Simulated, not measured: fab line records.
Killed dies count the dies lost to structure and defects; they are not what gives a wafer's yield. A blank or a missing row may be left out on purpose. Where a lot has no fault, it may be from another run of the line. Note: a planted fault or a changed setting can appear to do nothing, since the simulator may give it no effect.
fab line records	flow sky130
[record] lots = 13	wafers = 39	last-day = 50
route steps=708 shown PWDE@84 VT_ADJUST_HVTP@96 VT_ADJUST_HVTR@140 SONOS_TUNNEL@166
lots with no fault: from the same line, run without faults
start-h: hours from the record's opening day to when the first of the lot's shown wafers began	wait-h: time in hours since the lot's previous step	" repeats the value in the row above	L1.1+2: a row that stands for several wafers	- either no value or no given start	* or withheld: withheld	< > ~ a bound
route shown NAME@n: names a module that has steps shown in the file, with the first one's number in the route	usual: mean and standard deviation over wafers with no fault	same: alike in all rows	chamber/n: place in a boat	sites: the reading at each site	_std_site: the values' standard deviation	_edge_site: outer sites' mean less inner sites'	radius-mm: how far each site lies from the wafer's centre	mask NAME#n: copy n	behind: the last tool/chamber to shape the wafer	hold: the reason the lot was held/the length of the hold in hours/how it ended	device: transistor that didn't switch, given as n, p or np	end of line: tests run on the same wafers once the route is complete	for a step that has no rows: nothing shown but its recipe	killed: at the first sort, the dies lost to defects and structure; wafer yield is something else	map: a wafer's dies, marking killed ones x, the rest . and places with no die _
set.NAME: the setting the step ran with; set.NAME@STEP: the setting that earlier step ran with	model.NAME: the simulator's own value behind a step, which no gauge read
steps of the route over a sample of lots; a table a step, a row a wafer
services: a tool's chamber out of use, with start hour (start-h, from the record's first day; less than 0 if before it), hours out, and reason
[[steps]]
[step SKY_NWELL_RS_MEAS_31]
[recipe] thk-meas-gauge = four-point-probe
[usual] PWDE_RS = 5274/17
lot.wafer	tool	chamber	start-h	wait-h	PWDE_RS[ohm/sq]
L938.1	film-metro-01	-	103.03	0.1	5277
L938.4	"	-	"	"	5268
L938.6	"	-	"	"	5290
L939.1	film-metro-04	-	110.03	0.1	5276
L939.2	"	-	"	"	5263
L939.6	"	-	"	"	5276
L940.3	film-metro-01	-	118.41	0.1	5267
L940.5	"	-	"	"	5272
L940.6	"	-	"	"	5275
L941.3	film-metro-04	-	127.61	0.1	5252
L941.4	"	-	"	"	5271
L941.5	"	-	"	"	5269
L942.3	film-metro-04	-	130.51	0.1	5286
L942.5	"	-	"	"	5296
L942.6	"	-	"	"	5293
L943.1	film-metro-04	-	142.39	0.1	5269
L943.2	"	-	"	"	5249
L943.3	"	-	"	"	5272
L946.2	film-metro-01	-	152.10	0.1	5260
L946.5	"	-	"	"	5261
L946.6	"	-	"	"	5245
L948.2	film-metro-01	-	170.69	0.1	5295
L948.3	"	-	"	"	5278
L948.4	"	-	"	"	5282
L950.1	film-metro-04	-	181.13	0.1	5299
L950.4	"	-	"	"	5288
L950.5	"	-	"	"	5282
L952.2	film-metro-04	-	190.90	0.1	5277
L952.3	"	-	"	"	5263
L952.6	"	-	"	"	5245
L953.2	film-metro-04	-	193.24	0.1	5261
L953.5	"	-	"	"	5270
L953.6	"	-	"	"	5263
L954.1	film-metro-03	-	200.64	0.1	5295
L954.2	"	-	"	"	5290
L954.3	"	-	"	"	5302
L961.1	film-metro-04	-	243.82	0.1	5304
L961.2	"	-	"	"	5293
L961.5	"	-	"	"	5298
[step SKY_VT_ADJUST_HVTP_TW_MEAS_11]
[usual] VT_ADJUST_HVTP_TW = 1351/12
lot.wafer	tool	chamber	start-h	wait-h	VT_ADJUST_HVTP_TW
L938.1	film-metro-04	-	121.52	0.1	1348
L938.4	"	-	"	"	1354
L938.6	"	-	"	"	1349
L939.1	film-metro-04	-	129.11	0.1	1351
L939.2	"	-	"	"	1346
L939.6	"	-	"	"	1354
L940.3	film-metro-03	-	138.23	0.1	1374
L940.5	"	-	"	"	1381
L940.6	"	-	"	"	1377
L941.3	film-metro-02	-	146.68	0.1	1350
L941.4	"	-	"	"	1344
L941.5	"	-	"	"	1349
L942.3	film-metro-02	-	150.82	0.1	1347
L942.5	"	-	"	"	1339
L942.6	"	-	"	"	1345
L943.1	film-metro-04	-	161.95	0.1	1344
L943.2	"	-	"	"	1339
L943.3	"	-	"	"	1333
L946.2	film-metro-02	-	172.52	0.1	1347
L946.5	"	-	"	"	1354
L946.6	"	-	"	"	1351
L948.2	film-metro-04	-	192.12	0.1	1347
L948.3	"	-	"	"	1339
L948.4	"	-	"	"	1337
L950.1	film-metro-02	-	202.91	0.1	1345
L950.4	"	-	"	"	1345
L950.5	"	-	"	"	1349
L952.2	film-metro-02	-	212.68	0.1	1345
L952.3	"	-	"	"	1351
L952.6	"	-	"	"	1349
L953.2	film-metro-02	-	215.35	0.1	1351
L953.5	"	-	"	"	1339
L953.6	"	-	"	"	1338
L954.1	film-metro-02	-	222.86	0.1	1339
L954.2	"	-	"	"	1341
L954.3	"	-	"	"	1344
L961.1	film-metro-04	-	267.97	0.1	1345
L961.2	"	-	"	"	1343
L961.5	"	-	"	"	1343
[step SKY_VT_ADJUST_HVTR_IMPLANT_09]
[recipe] species = B	energy-kev = 10	dose-cm2 = 2.1e+12	tilt-deg = withheld
[usual] beam-on-s = 10.00/0.19	end-station-pressure-torr = 5.01e-06/2.3e-07	faraday-current-uA = 11.85/0.22
lot.wafer	tool	chamber	start-h	wait-h	beam-on-s	end-station-pressure-torr	faraday-current-uA
L938.1	implanter-04	0	203.80	0.0	10.30	5.16e-06	11.47
L938.4	"	0	"	"	9.88	5.12e-06	11.95
L938.6	"	0	"	"	9.92	4.63e-06	11.96
L939.1	implanter-02	0	212.16	0.0	9.91	5.11e-06	11.94
L939.2	"	0	"	"	10.08	5.18e-06	11.77
L939.6	"	0	"	"	10.22	4.93e-06	11.62
L940.3	implanter-04	0	221.76	0.1	9.85	5.02e-06	12.01
L940.5	"	0	"	"	10.10	5.28e-06	11.70
L940.6	"	0	"	"	9.81	4.96e-06	12.07
L941.3	implanter-04	0	232.01	0.1	10.01	5.55e-06	11.82
L941.4	"	0	"	"	9.96	4.75e-06	11.93
L941.5	"	0	"	"	10.01	4.81e-06	11.82
L942.3	implanter-03	0	235.29	0.1	9.68	5.19e-06	12.20
L942.5	"	0	"	"	10.11	4.67e-06	11.74
L942.6	"	0	"	"	10.13	4.77e-06	11.67
L943.1	implanter-03	0	249.21	0.0	9.96	4.77e-06	11.90
L943.2	"	0	"	"	9.73	5.27e-06	12.12
L943.3	"	0	"	"	9.96	5.21e-06	11.87
L946.2	implanter-02	0	262.73	0.0	10.02	4.52e-06	11.83
L946.5	"	0	"	"	10.15	5.03e-06	11.64
L946.6	"	0	"	"	10.02	4.34e-06	11.83
L948.2	implanter-02	0	283.58	0.0	9.56	5.24e-06	12.36
L948.3	"	0	"	"	9.97	5.22e-06	11.91
L948.4	"	0	"	"	10.01	5.56e-06	11.87
L950.1	implanter-02	0	295.34	0.0	9.74	5.03e-06	12.21
L950.4	"	0	"	"	10.19	5.15e-06	11.64
L950.5	"	0	"	"	9.94	5.23e-06	11.90
L952.2	implanter-04	0	308.56	0.0	10.42	5.09e-06	11.32
L952.3	"	0	"	"	10.23	4.6e-06	11.66
L952.6	"	0	"	"	10.31	4.75e-06	11.52
L953.2	implanter-02	0	311.28	0.0	12.69	0.0001112	9.44
L953.5	"	0	"	"	12.53	0.00011298	9.51
L953.6	"	0	"	"	12.77	0.00011968	9.39
L954.1	implanter-02	0	319.94	0.0	12.85	0.00011599	9.26
L954.2	"	0	"	"	12.67	0.00011906	9.43
L954.3	"	0	"	"	12.11	0.00011193	9.94
L961.1	implanter-04	0	373.63	0.0	10.41	4.62e-06	11.42
L961.2	"	0	"	"	9.92	4.7e-06	11.92
L961.5	"	0	"	"	10.06	5.08e-06	11.83
[step SKY_VT_ADJUST_HVTR_TW_MEAS_11]
[usual] VT_ADJUST_HVTR_TW = 210.7/2.4
lot.wafer	tool	chamber	start-h	wait-h	hold	VT_ADJUST_HVTR_TW
L938.1	film-metro-01	-	204.05	0.1	-	213.2
L938.4	"	-	"	"	-	213.9
L938.6	"	-	"	"	-	212.8
L939.1	film-metro-03	-	212.41	0.1	-	212.8
L939.2	"	-	"	"	-	212.6
L939.6	"	-	"	"	-	212.7
L940.3	film-metro-01	-	221.98	0.1	-	212.3
L940.5	"	-	"	"	-	213.3
L940.6	"	-	"	"	-	212.6
L941.3	film-metro-01	-	232.23	0.1	-	212.2
L941.4	"	-	"	"	-	212.3
L941.5	"	-	"	"	-	212.2
L942.3	film-metro-01	-	235.51	0.1	-	212.8
L942.5	"	-	"	"	-	213.0
L942.6	"	-	"	"	-	214.0
L943.1	film-metro-01	-	249.46	0.1	-	213.0
L943.2	"	-	"	"	-	213.1
L943.3	"	-	"	"	-	214.6
L946.2	film-metro-04	-	262.96	0.1	-	208.2
L946.5	"	-	"	"	-	207.9
L946.6	"	-	"	"	-	207.1
L948.2	film-metro-01	-	283.81	0.1	-	214.3
L948.3	"	-	"	"	-	213.7
L948.4	"	-	"	"	-	214.0
L950.1	film-metro-04	-	295.59	0.1	-	206.4
L950.4	"	-	"	"	-	207.5
L950.5	"	-	"	"	-	207.5
L952.2	film-metro-04	-	308.80	0.1	-	207.9
L952.3	"	-	"	"	-	208.6
L952.6	"	-	"	"	-	207.9
L953.2	film-metro-04	-	311.52	0.1	await-dispo/0.2h/release	222.0
L953.5	"	-	"	"	await-dispo/0.2h/release	222.5
L953.6	"	-	"	"	await-dispo/0.2h/release	222.2
L953.2	film-metro-04	-	311.75	0.2	-	221.2
L953.5	"	-	"	"	-	222.4
L953.6	"	-	"	"	-	222.2
L954.1	film-metro-01	-	320.19	0.1	await-dispo/0.2h/release	228.4
L954.2	"	-	"	"	await-dispo/0.2h/release	227.4
L954.3	"	-	"	"	await-dispo/0.2h/release	227.5
L954.1	film-metro-01	-	320.93	0.7	-	227.3
L954.2	"	-	"	"	-	227.5
L954.3	"	-	"	"	-	227.3
L961.1	film-metro-04	-	373.88	0.1	-	209.4
L961.2	"	-	"	"	-	207.8
L961.5	"	-	"	"	-	208.6
[step SKY_SONOS_TUNNEL_TW_MEAS_12]
[usual] SONOS_TUNNEL_TW = 197.0/2
lot.wafer	tool	chamber	start-h	wait-h	SONOS_TUNNEL_TW
L938.1	film-metro-01	-	248.98	0.0	197.7
L938.4	"	-	"	"	199.9
L938.6	"	-	"	"	200.8
L939.1	film-metro-02	-	258.36	0.0	197.7
L939.2	"	-	"	"	196.3
L939.6	"	-	"	"	197.9
L940.3	film-metro-04	-	267.86	0.0	196.4
L940.5	"	-	"	"	196.7
L940.6	"	-	"	"	195.6
L941.3	film-metro-01	-	279.65	0.0	199.6
L941.4	"	-	"	"	199.5
L941.5	"	-	"	"	199.8
L942.3	film-metro-04	-	283.37	0.0	195.5
L942.5	"	-	"	"	195.2
L942.6	"	-	"	"	195.2
L943.1	film-metro-04	-	298.66	0.0	194.7
L943.2	"	-	"	"	196.0
L943.3	"	-	"	"	194.0
L946.2	film-metro-04	-	313.19	0.0	195.7
L946.5	"	-	"	"	195.3
L946.6	"	-	"	"	194.9
L948.2	film-metro-04	-	335.56	0.0	194.5
L948.3	"	-	"	"	193.8
L948.4	"	-	"	"	195.0
L950.1	film-metro-01	-	349.14	0.0	199.8
L950.4	"	-	"	"	199.5
L950.5	"	-	"	"	200.3
L952.2	film-metro-02	-	362.18	0.0	194.2
L952.3	"	-	"	"	196.0
L952.6	"	-	"	"	195.7
L953.2	film-metro-01	-	365.19	0.0	199.2
L953.5	"	-	"	"	200.2
L953.6	"	-	"	"	198.8
L954.1	film-metro-04	-	375.42	0.0	195.4
L954.2	"	-	"	"	195.5
L954.3	"	-	"	"	193.7
L961.1	film-metro-01	-	434.45	0.0	200.1
L961.2	"	-	"	"	200.8
L961.5	"	-	"	"	200.2
[[services]]
tool	chamber	start-h	hours	kind
implanter-03	-	202.55	3.5	repair
implanter-04	-	245.21	0.5	repair
implanter-04	-	249.63	1.3	repair
implanter-04	-	254.66	11.3	pm
implanter-02	-	267.09	1.9	repair
implanter-03	-	280.04	8.7	pm
implanter-03	-	292.56	2.3	repair
implanter-03	-	293.73	2.6	repair
implanter-02	-	326.82	6.9	repair
implanter-04	-	350.03	2.2	repair
implanter-02	-	366.02	3.2	repair
[[key]]
[first-sign] step = SKY_VT_ADJUST_HVTR_IMPLANT_09	reading = end-station-pressure-torr	direction = up	sigmas = 99+	usual = 5.01e-06	struck = 0.00011514
[effect] step = SKY_VT_ADJUST_HVTR_IMPLANT_09	reading = beam-on-s	direction = up	sigmas = 14	usual = 10.00	struck = 12.60
[effect] step = SKY_VT_ADJUST_HVTR_TW_MEAS_11	reading = visit	direction = added
[effect] step = SKY_VT_ADJUST_HVTR_TW_MEAS_11	reading = VT_ADJUST_HVTR_TW	direction = up	sigmas = 5.9	usual = 210.7	struck = 225.0
met-at SKY_VT_ADJUST_HVTR_IMPLANT_09
struck-lots L953,L954
tester-left-out L953,L954
not-acting-at SKY_NWELL_RS_MEAS_31,SKY_VT_ADJUST_HVTP_TW_MEAS_11,SKY_SONOS_TUNNEL_TW_MEAS_12
onset-between 295.34 311.28
[fault] kind = process-parameter-drift	tool = implanter-02	chamber = -	onset-h = 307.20	steps = SKY_VT_ADJUST_HVTR_IMPLANT_09	channel = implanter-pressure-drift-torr	offset = 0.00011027	shape = step	end-h = 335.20
[fault] kind = process-parameter-drift	tool = implanter-02	chamber = -	onset-h = 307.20	steps = SKY_VT_ADJUST_HVTR_IMPLANT_09	channel = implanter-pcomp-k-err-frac	offset = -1	shape = step	end-h = 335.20
// tester-left-out: of these lots the tester's yield and bins aren't shown, on N5 and GAA mostly nor the transistor test; their killed dies are dies lost to structure and defects alone, not to doping, threshold or leakage, so they don't give the yield
